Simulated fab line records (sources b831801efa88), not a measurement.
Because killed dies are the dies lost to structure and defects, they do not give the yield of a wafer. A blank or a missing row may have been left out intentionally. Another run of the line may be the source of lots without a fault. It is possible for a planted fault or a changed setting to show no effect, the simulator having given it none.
fab line records | flow sfq-line
record lots=6 | wafers=18 | last-day=78
route steps=325 shown R5@221 I5@228
lots untouched by any fault: they come from a run of this same line in which no faults occurred
start-h: start of the lot's first displayed wafer, in hours after the record's first day | wait-h: hours since the lot's step before | " repeats the value in the row above | L1.1+2: several wafers, shown together as one row | - no value, or no start given | * or withheld: withheld | < > ~ a bound
route shown NAME@n: names a module that has steps shown in the file, with the first one's number in the route | usual: mean/standard deviation of fault-free wafers | same: alike in all rows | chamber/n: place in a boat | sites: per-site readings | _std_site: how widely they spread, as a standard deviation | _edge_site: mean of outer sites minus mean of inner sites | radius-mm: how far each site lies from the wafer's centre | mask NAME#n: copy n | behind: the tool/chamber that last shaped the wafer | hold: what put the lot on hold/how long, in hours/how the hold closed | device: transistor that didn't switch, given as n, p or np | end of line: the route-end tests of the same wafers | a step given without rows: its recipe and nothing more | killed: dies that structure and defects cost at the first sort, which is not the same as the wafer's yield | map: shows each die of a wafer: x if killed, . if not, _ if none is there
set.NAME: the setting as run; set.NAME@STEP: as run at that earlier step | model.NAME: the simulator's own value behind a step, which no gauge read
certain route steps with their lots: each step a table, each wafer a row
services: from which hour (start-h, from the record's first day; less than 0 if before it) a tool's chamber was out of use, for how many hours, and why
## steps
# step SFQ_TRILAYER_R5_LITHO_PEB_139
# recipe peb-temp-c=115 | peb-time-s=60 | resist=KrF
# step SFQ_TRILAYER_R5_LITHO_DEVELOP_138
# recipe time-s=60 | resist=KrF
# step SFQ_R5_OVL_MEAS_935
# usual R5_OVL=2/4.7
lot.wafer | tool       | chamber | start-h | wait-h | R5_OVL[nm]
L322.3    | overlay-02 | -       | 1179.58 | 0.1    | 7
L322.4    | "          | -       | "       | "      | 6
L322.5    | "          | -       | "       | "      | 6
L323.1    | overlay-01 | -       | 1191.57 | 0.1    | 6
L323.4    | "          | -       | "       | "      | 0
L323.5    | "          | -       | "       | "      | -1
L333.2    | overlay-02 | -       | 1300.25 | 0.1    | 2
L333.4    | "          | -       | "       | "      | 3
L333.6    | "          | -       | "       | "      | -1
L334.1    | overlay-02 | -       | 1305.02 | 0.1    | 0
L334.4    | "          | -       | "       | "      | 3
L334.5    | "          | -       | "       | "      | 0
L341.1    | overlay-01 | -       | 1352.57 | 0.1    | 2
L341.3    | "          | -       | "       | "      | -1
L341.5    | "          | -       | "       | "      | -1
L344.1    | overlay-02 | -       | 1363.37 | 0.1    | 6
L344.2    | "          | -       | "       | "      | 6
L344.5    | "          | -       | "       | "      | 5
# step SFQ_TRILAYER_R5_BARC_OPEN_METAL_ETCH_177
# recipe mask-material=PR | chemistry=O2 | target-depth-nm=125 | target=BARC | icp-w=600 | bias-w=80 | pressure-mtorr=10 | time-s=41.7
# usual drypump-motor-current-A=6.02/0.28 | oes-product-au=0.685/0.0043
lot.wafer | tool         | chamber | start-h | wait-h | drypump-motor-current-A | oes-product-au | rf-hours-counter-h
L322.3    | rie-metal-04 | 1       | 1179.62 | 0.0    | 6.08                    | 0.696          | -
L322.4    | "            | 0       | "       | "      | 5.84                    | 0.690          | -
L322.5    | "            | 1       | "       | "      | 6.07                    | 0.683          | -
L323.1    | rie-metal-01 | 0       | 1191.60 | 0.0    | 6.19                    | 0.681          | 34
L323.4    | "            | 0       | "       | "      | 6.18                    | 0.679          | -
L323.5    | "            | 1       | "       | "      | 6.34                    | 0.682          | -
L333.2    | rie-metal-04 | 1       | 1300.28 | 0.0    | 6.06                    | 0.688          | 80
L333.4    | "            | 0       | "       | "      | 5.81                    | 0.683          | -
L333.6    | "            | 0       | "       | "      | 5.82                    | 0.676          | -
L334.1    | rie-metal-01 | 1       | 1305.05 | 0.0    | 6.34                    | 0.686          | 33
L334.4    | "            | 0       | "       | "      | 6.19                    | 0.675          | -
L334.5    | "            | 1       | "       | "      | 6.34                    | 0.687          | -
L341.1    | rie-metal-01 | 0       | 1352.60 | 0.0    | 6.20                    | 0.685          | 63
L341.3    | "            | 0       | "       | "      | 6.22                    | 0.689          | -
L341.5    | "            | 0       | "       | "      | 6.21                    | 0.690          | -
L344.1    | rie-metal-01 | 1       | 1363.40 | 0.0    | 6.27                    | 0.690          | 43
L344.2    | "            | 0       | "       | "      | 6.21                    | 0.677          | 65
L344.5    | "            | 0       | "       | "      | 6.24                    | 0.685          | -
# step SFQ_TRILAYER_R5_ETCH_METAL_ETCH_139
# recipe stop-on=SiO2 | mask-material=PR | chemistry=Cl2 | target-depth-nm=60 | icp-w=600 | bias-w=80 | pressure-mtorr=10 | time-s=40
# usual drypump-motor-current-A=6.01/0.27 | oes-product-au=0.986/0.009
lot.wafer | tool         | chamber | start-h | wait-h | drypump-motor-current-A | oes-product-au | rf-hours-counter-h
L322.3    | rie-metal-04 | 1       | 1179.68 | 0.0    | 6.07                    | 0.971          | -
L322.4    | "            | 0       | "       | "      | 5.81                    | 0.967          | -
L322.5    | "            | 1       | "       | "      | 6.08                    | 0.967          | -
L323.1    | rie-metal-01 | 0       | 1191.66 | 0.0    | 6.18                    | 0.985          | 34
L323.4    | "            | 0       | "       | "      | 6.21                    | 0.976          | -
L323.5    | "            | 1       | "       | "      | 6.33                    | 1.001          | -
L333.2    | rie-metal-04 | 1       | 1300.34 | 0.0    | 6.10                    | 0.981          | 80
L333.4    | "            | 0       | "       | "      | 5.83                    | 0.980          | -
L333.6    | "            | 0       | "       | "      | 5.83                    | 0.981          | -
L334.1    | rie-metal-01 | 1       | 1305.11 | 0.0    | 6.34                    | 0.996          | 33
L334.4    | "            | 0       | "       | "      | 6.19                    | 0.986          | -
L334.5    | "            | 1       | "       | "      | 6.35                    | 0.989          | -
L341.1    | rie-metal-01 | 0       | 1352.66 | 0.0    | 6.21                    | 0.986          | 63
L341.3    | "            | 0       | "       | "      | 6.20                    | 0.983          | -
L341.5    | "            | 0       | "       | "      | 6.20                    | 0.991          | -
L344.1    | rie-metal-01 | 1       | 1363.46 | 0.0    | 6.37                    | 0.995          | 43
L344.2    | "            | 0       | "       | "      | 6.23                    | 1.001          | 65
L344.5    | "            | 0       | "       | "      | 6.18                    | 0.986          | -
# step SFQ_TRILAYER_R5_STRIP_STRIP_140
# recipe gas=O2 | power-w=200 | platen-temp-c=40 | overash-fraction=0.65 | chemistry=O2 | pressure-mtorr=50
# usual drypump-motor-current-A=6.01/0.27 | oes-product-au=0.994/0.014
lot.wafer | tool         | chamber | start-h | wait-h | drypump-motor-current-A | oes-product-au | rf-hours-counter-h
L322.3    | rie-metal-04 | 1       | 1179.92 | 0.2    | 6.06                    | 0.968          | -
L322.4    | "            | 0       | "       | "      | 5.84                    | 0.979          | -
L322.5    | "            | 1       | "       | "      | 6.09                    | 0.976          | -
L323.1    | rie-metal-01 | 0       | 1191.72 | 0.0    | 6.21                    | 0.985          | 34
L323.4    | "            | 0       | "       | "      | 6.16                    | 0.981          | -
L323.5    | "            | 1       | "       | "      | 6.30                    | 1.010          | -
L333.2    | rie-metal-04 | 1       | 1300.40 | 0.0    | 6.06                    | 0.978          | 80
L333.4    | "            | 0       | "       | "      | 5.83                    | 0.976          | -
L333.6    | "            | 0       | "       | "      | 5.83                    | 0.984          | -
L334.1    | rie-metal-01 | 1       | 1305.17 | 0.0    | 6.31                    | 1.001          | 33
L334.4    | "            | 0       | "       | "      | 6.23                    | 1.000          | -
L334.5    | "            | 1       | "       | "      | 6.35                    | 1.006          | -
L341.1    | rie-metal-01 | 0       | 1352.72 | 0.0    | 6.20                    | 1.001          | 63
L341.3    | "            | 0       | "       | "      | 6.19                    | 0.995          | -
L341.5    | "            | 0       | "       | "      | 6.25                    | 0.999          | -
L344.1    | rie-metal-01 | 1       | 1363.52 | 0.0    | 6.35                    | 0.997          | 43
L344.2    | "            | 0       | "       | "      | 6.25                    | 0.980          | 65
L344.5    | "            | 0       | "       | "      | 6.21                    | 0.994          | -
# step SFQ_TRILAYER_R5_STRIP_SOLV_CLEAN_141
# recipe chemistry=NMP | temp-c=70 | time-s=600
# step SFQ_TRILAYER_A5C_DEP_PECVD_142
# recipe material=SiO2 | temp-c=150 | time-s=15.556 | pressure-torr=2.4 | rf-w=183.3 | precursor=SiH4/N2O | target-thk-nm=70
# usual heater-power-w=78/14 | throttle-valve-pct=25.2/1.4
lot.wafer | tool     | chamber | start-h | wait-h | heater-power-w | throttle-valve-pct
L322.3    | pecvd-01 | 2       | 1180.49 | 0.0    | 80             | 26.3
L322.4    | "        | 1       | "       | "      | 91             | 24.3
L322.5    | "        | 2       | "       | "      | 83             | 26.4
L323.1    | pecvd-02 | 2       | 1192.49 | 0.0    | 73             | 25.8
L323.4    | "        | 2       | "       | "      | 74             | 25.7
L323.5    | "        | 1       | "       | "      | 62             | 25.9
L333.2    | pecvd-02 | 0       | 1301.17 | 0.0    | 50             | 24.3
L333.4    | "        | 2       | "       | "      | 69             | 25.7
L333.6    | "        | 0       | "       | "      | 49             | 24.6
L334.1    | pecvd-01 | 1       | 1305.94 | 0.0    | 96             | 24.2
L334.4    | "        | 0       | "       | "      | 75             | 28.0
L334.5    | "        | 1       | "       | "      | 97             | 24.2
L341.1    | pecvd-04 | 1       | 1353.49 | 0.0    | 77             | 23.7
L341.3    | "        | 2       | "       | "      | 101            | 25.7
L341.5    | "        | 1       | "       | "      | 77             | 23.6
L344.1    | pecvd-04 | 0       | 1364.29 | 0.0    | 81             | 26.0
L344.2    | "        | 2       | "       | "      | 95             | 25.5
L344.5    | "        | 2       | "       | "      | 96             | 25.6
# step SFQ_TRILAYER_I5_LITHO_COAT_149
# recipe resist=BARC | spin-rpm=3000 | resist-thk-nm=62
# step SFQ_TRILAYER_I5_LITHO_COAT_144
# recipe resist=KrF | spin-rpm=3000 | resist-thk-nm=650
# step SFQ_TRILAYER_I5_LITHO_SOFTBAKE_148
# recipe temp-c=withheld | time-s=withheld | resist=KrF
# step SFQ_TRILAYER_I5_LITHO_EXPOSE_145
# recipe mask-id=I5 | na=0.6 | source-shape=conventional | sigma-outer=0.65 | target-cd-nm=700 | dose-mj=21.3
# step SFQ_TRILAYER_I5_LITHO_PEB_147
# recipe peb-temp-c=115 | peb-time-s=60 | resist=KrF
# usual exhaust-pa=45.1/0.89 | heater-power-total-W=79.15/0.061
lot.wafer | tool           | chamber | start-h | wait-h | exhaust-pa | heater-power-total-W
L322.3    | litho-track-01 | 0       | 1238.55 | 0.7    | 44.0       | 79.21
L322.4    | "              | 0       | "       | "      | 44.1       | 79.16
L322.5    | "              | 0       | "       | "      | 43.2       | 79.17
L323.1    | litho-track-02 | 0       | 1250.50 | 1.0    | 46.1       | 79.11
L323.4    | "              | 0       | "       | "      | 45.5       | 79.13
L323.5    | "              | 0       | "       | "      | 45.4       | 79.08
L333.2    | litho-track-01 | 0       | 1337.35 | 0.8    | 42.7       | 80.21
L333.4    | "              | 0       | "       | "      | 43.8       | 79.10
L333.6    | "              | 0       | "       | "      | 44.2       | 79.16
L334.1    | litho-track-01 | 0       | 1340.92 | 1.0    | 46.4       | 79.11
L334.4    | "              | 0       | "       | "      | 46.4       | 79.13
L334.5    | "              | 0       | "       | "      | 45.9       | 80.20
L341.1    | litho-track-04 | 0       | 1379.12 | 1.0    | 45.9       | 79.12
L341.3    | "              | 0       | "       | "      | 45.5       | 78.99
L341.5    | "              | 0       | "       | "      | 45.1       | 79.21
L344.1    | litho-track-02 | 0       | 1390.02 | 1.0    | 44.6       | 79.10
L344.2    | "              | 0       | "       | "      | 45.4       | 79.14
L344.5    | "              | 0       | "       | "      | 45.6       | 79.10
# step SFQ_TRILAYER_I5_LITHO_DEVELOP_146
# recipe time-s=60 | resist=KrF
# step SFQ_I5_OVL_MEAS_936
# usual I5_OVL=1/6.1
lot.wafer | tool       | chamber | start-h | wait-h | I5_OVL[nm]
L322.3    | overlay-01 | -       | 1238.81 | 0.1    | 5
L322.4    | "          | -       | "       | "      | 6
L322.5    | "          | -       | "       | "      | 7
L323.1    | overlay-02 | -       | 1250.80 | 0.1    | -6
L323.4    | "          | -       | "       | "      | -2
L323.5    | "          | -       | "       | "      | -4
L333.2    | overlay-02 | -       | 1337.63 | 0.1    | -3
L333.4    | "          | -       | "       | "      | -6
L333.6    | "          | -       | "       | "      | -3
L334.1    | overlay-02 | -       | 1341.22 | 0.1    | 2
L334.4    | "          | -       | "       | "      | 4
L334.5    | "          | -       | "       | "      | 8
L341.1    | overlay-01 | -       | 1379.42 | 0.1    | -4
L341.3    | "          | -       | "       | "      | 2
L341.5    | "          | -       | "       | "      | 1
L344.1    | overlay-01 | -       | 1390.32 | 0.1    | 8
L344.2    | "          | -       | "       | "      | -2
L344.5    | "          | -       | "       | "      | -1
# step SFQ_TRILAYER_I5_BARC_OPEN_VIA_ETCH_200
# recipe mask-material=PR | chemistry=O2 | target-depth-nm=125 | target=BARC | source-w=500 | bias-w=80 | pressure-mtorr=30 | time-s=41.7
# usual drypump-motor-current-A=5.9/0.53 | oes-product-au=0.686/0.0051
lot.wafer | tool        | chamber | start-h | wait-h | drypump-motor-current-A | oes-product-au | rf-hours-counter-h | model.I5.cd-nm
L322.3    | rie-diel-02 | 1       | 1238.83 | 0.0    | 5.6                     | 0.686          | 1                  | 701.7
L322.4    | "           | 0       | "       | "      | 5.6                     | 0.680          | 16                 | 698.8
L322.5    | "           | 1       | "       | "      | 5.5                     | 0.688          | -                  | 700.8
L323.1    | rie-diel-02 | 1       | 1250.83 | 0.0    | 5.6                     | 0.689          | 1                  | 702
L323.4    | "           | 2       | "       | "      | 5.8                     | 0.681          | 9                  | 699.1
L323.5    | "           | 3       | "       | "      | 6.8                     | 0.683          | -                  | 701.7
L333.2    | rie-diel-03 | 1       | 1337.66 | 0.0    | 6.3                     | 0.693          | 10                 | 696
L333.4    | "           | 3       | "       | "      | 4.9                     | 0.700          | 16                 | 699.8
L333.6    | "           | 2       | "       | "      | 6.3                     | 0.686          | -                  | 701.8
L334.1    | rie-diel-02 | 0       | 1341.26 | 0.0    | 5.6                     | 0.683          | 18                 | 699.2
L334.4    | "           | 2       | "       | "      | 5.7                     | 0.682          | 11                 | 698.3
L334.5    | "           | 1       | "       | "      | 5.5                     | 0.687          | -                  | 696.5
L341.1    | rie-diel-02 | 1       | 1379.46 | 0.0    | 5.5                     | 0.687          | 3                  | 701.1
L341.3    | "           | 0       | "       | "      | 5.6                     | 0.682          | 18                 | 698.8
L341.5    | "           | 0       | "       | "      | 5.6                     | 0.687          | -                  | 698.9
L344.1    | rie-diel-02 | 3       | 1390.36 | 0.0    | 6.8                     | 0.683          | 10                 | 701.2
L344.2    | "           | 0       | "       | "      | 5.6                     | 0.680          | 19                 | 699.9
L344.5    | "           | 1       | "       | "      | 5.5                     | 0.685          | -                  | 701.5
# step SFQ_TRILAYER_I5_ETCH_VIA_ETCH_147
# recipe stop-on=Nb | mask-material=PR | chemistry=CHF3 | target-depth-nm=360 | source-w=500 | bias-w=80 | pressure-mtorr=30 | time-s=withheld
# usual drypump-motor-current-A=5.9/0.53 | oes-product-au=0.990/0.007
lot.wafer | tool        | chamber | start-h | wait-h | drypump-motor-current-A | oes-product-au
L322.3    | rie-diel-02 | 1       | 1238.87 | 0.0    | 5.5                     | 0.994
L322.4    | "           | 0       | "       | "      | 5.7                     | 0.986
L322.5    | "           | 1       | "       | "      | 5.5                     | 0.993
L323.1    | rie-diel-02 | 1       | 1250.87 | 0.0    | 5.5                     | 0.991
L323.4    | "           | 2       | "       | "      | 5.8                     | 1.004
L323.5    | "           | 3       | "       | "      | 6.8                     | 0.992
L333.2    | rie-diel-03 | 1       | 1337.70 | 0.0    | 6.3                     | 0.986
L333.4    | "           | 3       | "       | "      | 4.9                     | 0.991
L333.6    | "           | 2       | "       | "      | 6.3                     | 0.999
L334.1    | rie-diel-02 | 0       | 1341.30 | 0.0    | 5.6                     | 0.985
L334.4    | "           | 2       | "       | "      | 5.8                     | 0.990
L334.5    | "           | 1       | "       | "      | 5.5                     | 0.993
L341.1    | rie-diel-02 | 1       | 1379.50 | 0.0    | 5.5                     | 0.999
L341.3    | "           | 0       | "       | "      | 5.6                     | 0.997
L341.5    | "           | 0       | "       | "      | 5.6                     | 0.986
L344.1    | rie-diel-02 | 3       | 1390.40 | 0.0    | 6.8                     | 0.984
L344.2    | "           | 0       | "       | "      | 5.6                     | 0.994
L344.5    | "           | 1       | "       | "      | 5.5                     | 0.988
## services
tool         | chamber | start-h | hours | kind
pecvd-01     | 2       | 1169.71 | 2.5   | repair
rie-diel-02  | -       | 1170.57 | 0.8   | repair
rie-diel-02  | 1       | 1185.40 | -     | clean
rie-diel-02  | 1       | 1185.40 | 36.2  | scheduled-down
rie-diel-02  | 1       | 1185.40 | 36.2  | vent-cycle
rie-diel-02  | 2       | 1188.61 | 21.5  | repair
rie-diel-03  | 0       | 1214.93 | 13.0  | repair
rie-metal-01 | -       | 1229.24 | 0.1   | repair
rie-metal-01 | 0       | 1229.78 | 2.9   | repair
rie-metal-04 | 1       | 1253.12 | 11.3  | repair
pecvd-01     | 0       | 1260.81 | 4.6   | repair
rie-diel-02  | 0       | 1282.26 | 4.8   | repair
rie-diel-03  | 0       | 1282.92 | -     | clean
pecvd-01     | 2       | 1285.41 | 7.5   | repair
pecvd-04     | -       | 1300.22 | 1.8   | repair
pecvd-04     | 2       | 1303.83 | 12.2  | repair
pecvd-02     | -       | 1307.57 | 6.0   | pm
pecvd-01     | -       | 1316.75 | 14.0  | pm
pecvd-01     | 2       | 1332.15 | 13.8  | repair
rie-diel-02  | 1       | 1350.33 | 7.5   | repair
rie-diel-03  | 3       | 1354.81 | 5.7   | repair
rie-metal-01 | 0       | 1364.50 | 4.8   | repair
pecvd-01     | -       | 1374.35 | 1.0   | repair
rie-metal-01 | -       | 1383.73 | 1.4   | pm
## key
first-sign step=SFQ_TRILAYER_I5_LITHO_PEB_147 | reading=heater-power-total-W | direction=up | sigmas=17 | usual=79.15 | struck=80.20
effect none on later readings
model-effect step=SFQ_TRILAYER_I5_BARC_OPEN_VIA_ETCH_200 | value=I5.cd-nm | without=701.2 | struck=696.2
met-at SFQ_TRILAYER_I5_LITHO_PEB_147
struck-wafers L333.2,L334.5
onset-between 1238.55 1337.35
fault kind=process-parameter-drift | tool=litho-track-01 | chamber=- | onset-h=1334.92 | steps=SFQ_TRILAYER_I5_LITHO_PEB_147 | channel=peb-time-s | offset=* | shape=step | end-h=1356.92 | scope=struck-wafers-only | acts-in=* | stated=*
